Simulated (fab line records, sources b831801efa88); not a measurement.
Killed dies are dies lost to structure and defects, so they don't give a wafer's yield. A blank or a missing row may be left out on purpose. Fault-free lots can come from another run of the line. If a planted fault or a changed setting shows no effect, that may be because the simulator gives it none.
fab line records ; flow sfq-line
record lots=10; wafers=30; last-day=85
route steps=325 shown M5@207 C5@249 I6@268 I7@307
lots untouched by any fault: they come from a run of this same line in which no faults occurred
start-h: the number of hours between the record's first day and the start of the first shown wafer of the lot ; wait-h: hours since the lot's step before ; " the same as in the row above ; L1.1+2: a single row standing in for several wafers ; - no value, or no start was given ; * or withheld: withheld ; < > ~ a bound
route shown NAME@n: NAME is a module with steps in the file, n the number in the route of the first one ; usual: mean and standard deviation over wafers with no fault ; same: alike in all rows ; chamber/n: place in a boat ; sites: per-site readings ; _std_site: their standard deviation ; _edge_site: the outer-site mean with the inner-site mean subtracted ; radius-mm: for every site, how far away it sits from the centre of the wafer ; mask NAME#n: copy n ; behind: the last tool/chamber to shape the wafer ; hold: cause of the lot's hold/its duration in hours/its outcome ; device: names the non-switching transistor (n, p or np) ; end of line: the route-end tests of the same wafers ; a step with no rows: only its recipe ; killed: count of dies lost to structure and defects at first sort (not the wafer's yield) ; map: shows each die of a wafer: x if killed, . if not, _ if none is there
set.NAME: setting as actually run; set.NAME@STEP: the setting as run at that earlier step ; model.NAME: the simulator's own value behind a step, which no gauge read
a sample of lots followed through the steps of the route, with each step as a table and each wafer as a row
services: the hour from which a tool's chamber was out of use, counted from the record's first day as start-h (under 0 if before that day), plus the number of hours and why
## steps
# step SFQ_TRILAYER_M5_STRIP_STRIP_127
# recipe gas=O2; power-w=200; platen-temp-c=40; overash-fraction=0.65; chemistry=O2; pressure-mtorr=50
# usual drypump-motor-current-A=5.63/0.23; oes-product-au=1.000/0.0066
lot.wafer;tool;chamber;start-h;wait-h;drypump-motor-current-A;oes-product-au;rf-hours-counter-h
L143.3;rie-metal-03;1;1540.15;0.3;5.36;1.003;-
L143.5;rie-metal-03;1;1540.15;0.3;5.33;0.997;-
L143.6;rie-metal-03;0;1540.15;0.3;5.54;1.003;-
L144.3;rie-metal-03;0;1552.02;0.3;5.60;1.007;-
L144.4;rie-metal-03;1;1552.02;0.3;5.30;1.015;-
L144.5;rie-metal-03;1;1552.02;0.3;5.32;1.000;-
L145.1;rie-metal-01;1;1657.69;0.1;5.71;1.001;54
L145.2;rie-metal-01;0;1657.69;0.1;5.82;1.008;118
L145.3;rie-metal-01;1;1657.69;0.1;5.71;1.015;-
L146.1;rie-metal-03;1;1658.89;0.1;5.31;1.000;31
L146.3;rie-metal-03;0;1658.89;0.1;5.59;0.989;-
L146.4;rie-metal-03;1;1658.89;0.1;5.33;0.994;-
L147.1;rie-metal-01;1;1661.29;0.1;5.76;0.996;55
L147.4;rie-metal-01;1;1661.29;0.1;5.72;1.003;-
L147.6;rie-metal-01;0;1661.29;0.1;5.84;1.002;-
L148.2;rie-metal-03;1;1663.69;0.1;5.34;1.003;32
L148.3;rie-metal-03;0;1663.69;0.1;5.59;0.998;-
L148.4;rie-metal-03;1;1663.69;0.1;5.33;1.004;-
L151.2;rie-metal-02;1;1670.89;0.1;5.74;0.992;110
L151.4;rie-metal-02;0;1670.89;0.1;6.01;0.992;-
L151.6;rie-metal-02;0;1670.89;0.1;6.02;0.994;-
L152.1;rie-metal-01;0;1672.09;0.1;5.87;1.000;120
L152.2;rie-metal-01;1;1672.09;0.1;5.68;0.994;57
L152.5;rie-metal-01;1;1672.09;0.1;5.73;0.996;-
L153.1;rie-metal-03;0;1673.29;0.1;5.64;0.998;17
L153.2;rie-metal-03;1;1673.29;0.1;5.34;1.008;34
L153.4;rie-metal-03;1;1673.29;0.1;5.32;1.003;-
L154.1;rie-metal-02;1;1674.49;0.1;5.76;1.010;110
L154.4;rie-metal-02;1;1674.49;0.1;5.75;1.004;-
L154.6;rie-metal-02;0;1674.49;0.1;6.00;0.996;-
# step SFQ_TRILAYER_C5_STRIP_STRIP_155
# recipe gas=O2; power-w=200; platen-temp-c=40; overash-fraction=0.65; chemistry=O2; pressure-mtorr=50
# usual drypump-motor-current-A=5.6/0.3; oes-product-au=1.000/0.0078
lot.wafer;tool;chamber;start-h;wait-h;drypump-motor-current-A;oes-product-au;rf-hours-counter-h
L143.3;rie-metal-02;0;1752.47;-;6.0;1.002;-
L143.5;rie-metal-02;1;1752.47;-;5.8;0.996;-
L143.6;rie-metal-02;0;1752.47;-;6.0;1.001;-
L144.3;rie-metal-01;1;1754.11;-;5.7;0.991;-
L144.4;rie-metal-01;1;1754.11;-;5.7;0.995;-
L144.5;rie-metal-01;1;1754.11;-;5.7;0.999;-
L145.1;rie-metal-02;0;1771.77;-;6.0;0.988;22
L145.2;rie-metal-02;1;1771.77;-;5.7;0.995;124
L145.3;rie-metal-02;1;1771.77;-;5.8;0.998;-
L146.1;rie-metal-04;0;1772.89;-;5.2;1.007;64
L146.3;rie-metal-04;1;1772.89;-;5.3;0.988;-
L146.4;rie-metal-04;0;1772.89;-;5.2;1.004;-
L147.1;rie-metal-04;0;1775.37;-;5.2;0.992;65
L147.4;rie-metal-04;0;1775.37;-;5.2;0.996;-
L147.6;rie-metal-04;0;1775.37;-;5.2;1.002;-
L148.2;rie-metal-02;1;1779.64;-;5.8;0.994;125
L148.3;rie-metal-02;1;1779.64;-;5.7;1.002;-
L148.4;rie-metal-02;0;1779.64;-;6.0;0.998;-
L151.2;rie-metal-02;0;1787.04;-;6.0;1.000;-
L151.4;rie-metal-02;0;1787.04;-;6.0;0.998;-
L151.6;rie-metal-02;0;1787.04;-;6.0;1.008;-
L152.1;rie-metal-04;0;1789.29;-;5.2;0.997;67
L152.2;rie-metal-04;1;1789.29;-;5.3;1.017;53
L152.5;rie-metal-04;1;1789.29;-;5.4;1.003;-
L153.1;rie-metal-01;0;1791.64;-;5.8;1.020;5
L153.2;rie-metal-01;1;1791.64;-;5.7;1.009;80
L153.4;rie-metal-01;0;1791.64;-;5.8;1.014;-
L154.1;rie-metal-04;1;1794.04;-;5.3;1.004;54
L154.4;rie-metal-04;1;1794.04;-;5.3;1.000;-
L154.6;rie-metal-04;0;1794.04;-;5.2;0.990;-
# step SFQ_I6_BOW_MEAS_941
# recipe mode=bow
# usual I6_BOW=6/11
lot.wafer;tool;chamber;start-h;wait-h;I6_BOW[um]
L143.3;film-metro-02;-;1766.02;1.0;2
L143.5;film-metro-02;-;1766.02;1.0;-1
L143.6;film-metro-02;-;1766.02;1.0;6
L144.3;film-metro-04;-;1772.02;2.0;-6
L144.4;film-metro-04;-;1772.02;2.0;4
L144.5;film-metro-04;-;1772.02;2.0;-8
L145.1;film-metro-01;-;1874.18;2.5;-2
L145.2;film-metro-01;-;1874.18;2.5;14
L145.3;film-metro-01;-;1874.18;2.5;17
L146.1;film-metro-02;-;1877.18;1.5;17
L146.3;film-metro-02;-;1877.18;1.5;7
L146.4;film-metro-02;-;1877.18;1.5;-3
L147.1;film-metro-04;-;1877.25;2.5;-1
L147.4;film-metro-04;-;1877.25;2.5;-9
L147.6;film-metro-04;-;1877.25;2.5;5
L148.2;film-metro-01;-;1880.61;2.0;-1
L148.3;film-metro-01;-;1880.61;2.0;6
L148.4;film-metro-01;-;1880.61;2.0;-19
L151.2;film-metro-02;-;1887.29;1.0;1
L151.4;film-metro-02;-;1887.29;1.0;3
L151.6;film-metro-02;-;1887.29;1.0;13
L152.1;film-metro-01;-;1888.99;1.0;6
L152.2;film-metro-01;-;1888.99;1.0;7
L152.5;film-metro-01;-;1888.99;1.0;-6
L153.1;film-metro-04;-;1891.39;1.0;-10
L153.2;film-metro-04;-;1891.39;1.0;-12
L153.4;film-metro-04;-;1891.39;1.0;-14
L154.1;film-metro-04;-;1894.39;2.0;1
L154.4;film-metro-04;-;1894.39;2.0;-3
L154.6;film-metro-04;-;1894.39;2.0;14
# step SFQ_TRILAYER_I7_VIA_BARC_OPEN_VIA_ETCH_260
# recipe mask-material=PR; chemistry=O2; target-depth-nm=125; target=BARC; source-w=500; bias-w=80; pressure-mtorr=30; time-s=41.7
# usual bias-w=79.97/0.25; drypump-motor-current-A=6.0/0.39; oes-product-au=0.684/0.0044; run-length-s=70.0/0.47; time-s=41.7/0
lot.wafer;tool;chamber;start-h;wait-h;bias-w;drypump-motor-current-A;oes-product-au;rf-hours-counter-h;run-length-s;time-s
L143.3;rie-diel-01;1;1874.85;0.0;80.30;6.7;0.691;1;70.3;41.7
L143.5;rie-diel-01;1;1874.85;0.0;80.52;6.7;0.680;-;71.0;41.7
L143.6;rie-diel-01;0;1874.85;0.0;80.07;5.6;0.688;-;70.4;41.7
L144.3;rie-diel-01;2;1878.45;0.0;79.62;5.9;0.685;6;69.9;41.7
L144.4;rie-diel-01;0;1878.45;0.0;79.77;5.6;0.687;19;70.1;41.7
L144.5;rie-diel-01;0;1878.45;0.0;79.87;5.6;0.686;-;70.2;41.7
L145.1;rie-diel-01;3;1982.91;0.0;80.09;6.4;0.680;4;69.5;41.7
L145.2;rie-diel-01;2;1982.91;0.0;79.43;5.9;0.685;6;70.2;41.7
L145.3;rie-diel-01;0;1982.91;0.0;80.00;5.6;0.684;0;70.0;41.7
L146.1;rie-diel-01;1;1986.51;0.0;79.88;6.7;0.678;2;70.3;41.7
L146.3;rie-diel-01;3;1986.51;0.0;79.89;6.4;0.681;4;69.5;41.7
L146.4;rie-diel-01;2;1986.51;0.0;79.61;5.9;0.688;6;70.0;41.7
L147.1;rie-diel-03;3;1988.91;0.0;80.25;5.5;0.684;20;69.2;41.7
L147.4;rie-diel-03;1;1988.91;0.0;79.77;5.9;0.691;18;70.7;41.7
L147.6;rie-diel-03;3;1988.91;0.0;79.88;5.5;0.680;-;69.2;41.7
L148.2;rie-diel-01;3;1992.51;0.0;79.77;6.4;0.691;4;69.6;41.7
L148.3;rie-diel-01;1;1992.51;0.0;79.96;6.6;0.687;2;70.3;41.7
L148.4;rie-diel-01;2;1992.51;0.0;79.93;5.9;0.685;6;70.7;41.7
L151.2;rie-diel-03;2;2005.51;0.0;79.66;6.0;0.810;7;59.7;29.19
L151.4;rie-diel-03;1;2005.51;0.0;80.00;5.9;0.818;19;60.7;29.19
L151.6;rie-diel-03;2;2005.51;0.0;79.76;5.9;0.809;-;59.7;29.19
L152.1;rie-diel-04;3;2007.91;0.0;79.60;6.1;0.818;11;60.2;29.19
L152.2;rie-diel-04;2;2007.91;0.0;80.13;5.1;0.811;12;61.1;29.19
L152.5;rie-diel-04;0;2007.91;0.0;79.77;5.8;0.825;-;60.5;29.19
L153.1;rie-diel-04;2;2012.71;0.0;80.26;5.1;0.816;12;60.7;29.19
L153.2;rie-diel-04;1;2012.71;0.0;79.77;6.0;0.815;1;61.7;29.19
L153.4;rie-diel-04;3;2012.71;0.0;79.83;6.1;0.820;11;60.7;29.19
L154.1;rie-diel-03;0;2018.71;0.0;79.92;6.2;0.810;6;60.7;29.19
L154.4;rie-diel-03;2;2018.71;0.0;79.73;5.9;0.815;8;59.8;29.19
L154.6;rie-diel-03;1;2018.71;0.0;80.05;5.9;0.813;-;60.7;29.19
## services
tool;chamber;start-h;hours;kind
rie-metal-01;-;1539.04;2.8;pm
rie-metal-04;-;1558.39;15.6;pm
rie-metal-01;1;1563.84;4.7;repair
rie-metal-04;0;1584.12;15.9;repair
rie-diel-01;1;1586.47;8.0;repair
rie-diel-01;0;1589.69;7.3;repair
rie-diel-03;-;1601.88;0.7;repair
rie-diel-01;2;1638.95;6.6;repair
rie-diel-01;0;1639.29;19.2;repair
rie-diel-01;1;1658.12;2.5;repair
rie-metal-04;-;1690.27;1.9;repair
rie-metal-01;-;1698.26;0.3;repair
rie-metal-02;-;1739.97;1.6;repair
rie-metal-01;-;1767.01;1.8;repair
rie-metal-03;-;1796.92;0.3;repair
rie-metal-01;-;1850.55;1.1;repair
rie-metal-02;1;1859.19;11.2;repair
rie-diel-01;1;1867.38;5.9;repair
rie-metal-04;-;1869.37;1.4;pm
rie-metal-03;-;1873.90;2.8;pm
rie-diel-01;-;1915.91;2.8;pm
rie-metal-03;0;1931.39;4.8;repair
rie-metal-03;0;1980.11;5.3;repair
rie-metal-02;0;2006.28;15.7;repair
## key
first-sign step=SFQ_TRILAYER_I7_VIA_BARC_OPEN_VIA_ETCH_260; reading=time-s; direction=down; sigmas=99+; usual=*; struck=*
effect step=SFQ_TRILAYER_I7_VIA_BARC_OPEN_VIA_ETCH_260; reading=oes-product-au; direction=up; sigmas=29; usual=0.684; struck=0.815
met-at SFQ_TRILAYER_I7_VIA_BARC_OPEN_VIA_ETCH_260
struck-lots L151,L152,L153,L154
not-acting-at SFQ_TRILAYER_M5_STRIP_STRIP_127,SFQ_TRILAYER_C5_STRIP_STRIP_155,SFQ_I6_BOW_MEAS_941
onset-between 1992.51 2005.51
fault kind=recipe-version-skew; tool=rie-diel-01,rie-diel-03,rie-diel-04; chamber=-; onset-h=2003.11; steps=SFQ_TRILAYER_I7_VIA_BARC_OPEN_VIA_ETCH_260; wrong-recipe.time-s=*
